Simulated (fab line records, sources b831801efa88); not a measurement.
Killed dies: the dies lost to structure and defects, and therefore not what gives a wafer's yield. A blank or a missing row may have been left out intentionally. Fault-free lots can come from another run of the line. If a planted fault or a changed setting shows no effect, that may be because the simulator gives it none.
Comparing a struck lot with a sound one	flow sky130	16 steps out of a route of 708
Sound: these wafers, L645.1, L645.2, L645.6. The struck wafers were L653.2, L653.4, L653.5. The cause is named last.
Per side, at each step with rows, come the tool, then ch with its chambers, and then its first start. Under that, the readings that differ: sound wafers	struck wafers	difference of the means	sigmas: that difference in standard deviations of wafers without a fault.
alike: words and numbers the same on both sides, and readings whose means are apart by under 2 such deviations; not compared: readings that were withheld, readings missing a value for some wafer, numbers with overlapping values and no deviation given by the record, and bounds like >300 which may hide the same value.
The two part at a step that has a row with sigmas, a row that says differs or no value, or rows on one side only. When numbers do not overlap yet have no deviation, they are printed without sigmas and do not part them. A reading that every wafer of one side lacks parts them only if that side has two wafers or more.

first, 3 steps without rows for these wafers: SKY_SONOS_TUNNEL_EXPOSE_04 (exposes mask TUNM, target cd 410 nm); SKY_SONOS_TUNNEL_PEB_05; SKY_SONOS_TUNNEL_DEVELOP_06 (develop time 60 s).
SKY_SONOS_TUNNEL_CD_MEAS_07 targets a cd of 410 nm.
  struck on cd sem-02, day 14 17:41; sound on cd sem-01, day 11 11:04
  alike: cd nm
SKY_SONOS_TUNNEL_OVL_MEAS_08:
  struck on overlay-01, day 14 17:47; sound on overlay-01, day 11 11:11
  alike: SONOS_TUNNEL_OVL
then, 3 steps without rows for these wafers: SKY_SONOS_TUNNEL_IMPLANT_09; SKY_SONOS_TUNNEL_WET_ETCH_10 (etches SiO2 in dHF, target depth 14 nm, time 280 s); SKY_SONOS_TUNNEL_STRIP_11 (strips in SPM, time 600 s).
SKY_SONOS_TUNNEL_TW_MEAS_12:
  struck on film metro-04, day 14 18:15; sound on film metro-02, day 11 11:38
  alike: SONOS_TUNNEL_TW
then, 2 steps without rows for these wafers: SKY_SONOS_TUNNEL_CLEAN_13 (cleans in dHF, time 20 s); SKY_SONOS_ONO_OXIDATION_00 (stabilise 600 s, purge 300 s, target thk 2.6 nm).
SKY_SONOS_ONO_THK_MEAS_01:
  struck on film metro-01, day 14 21:32; sound on film metro-03, day 11 13:03
  alike: SONOS_ONO_OXIDATION_THK
SKY_SONOS_ONO_CVD_02: deposits Si3N4 from DCS/NH3, target thk 10.5 nm, time 180 s.
  sound on lpcvd-02 ch 0, day 11 16:35; struck on lpcvd-02 ch 1, day 14 22:01
reading	sound	struck	difference	sigmas
model.Si3N4_of_SONOS_ONO_CVD_02.thk nm (nm)	10.36 10.34 10.4	9.595 9.66 9.869	-0.659	
SKY_SONOS_ONO_THK_MEAS_03:
  struck on film metro-01, day 14 23:37; sound on film metro-04, day 11 17:38
reading	sound	struck	difference	sigmas
SONOS_ONO_CVD_02_THK (nm)	10.36 10.32 10.37	9.65 9.65 9.86	-0.63	-4
then, 1 step without rows for these wafers: SKY_SONOS_ONO_CVD_04 (deposits SiO2 from SiH4/N2O, target thk 5.7199 nm).
-- a jump in the record: the struck wafers' starts before and after are 33 days apart (it breaks off in module SONOS_ONO and resumes in module PAD_OPEN, where the first step shown is number 708 of the route) --
SKY_PAD_OPEN_PROBE_99:
  struck on prober-02, day 48 04:08; sound on prober-01, day 45 13:53
  alike: killed_at_M0_to_M3, killed_at_M4_up, killed at contacts, killed at front end, killed at other, killed dies, killed open, killed short
  not compared: model.etest.cap ono.gate log10 a cm2, model.etest.cap ono.tox acc nm, model.etest.sonos programmed.vt v, model.etest.sonos erased.vt v, model.etest.sonos baked.vt v, model.etest.sonos baked.vt less v

## WHERE THEY PART
At SKY_SONOS_ONO_THK_MEAS_03 and nowhere else, as far as this record goes. Later steps at which nothing parts them and some readings are alike: SKY_PAD_OPEN_PROBE_99.

WHY: the cause the simulator had injected
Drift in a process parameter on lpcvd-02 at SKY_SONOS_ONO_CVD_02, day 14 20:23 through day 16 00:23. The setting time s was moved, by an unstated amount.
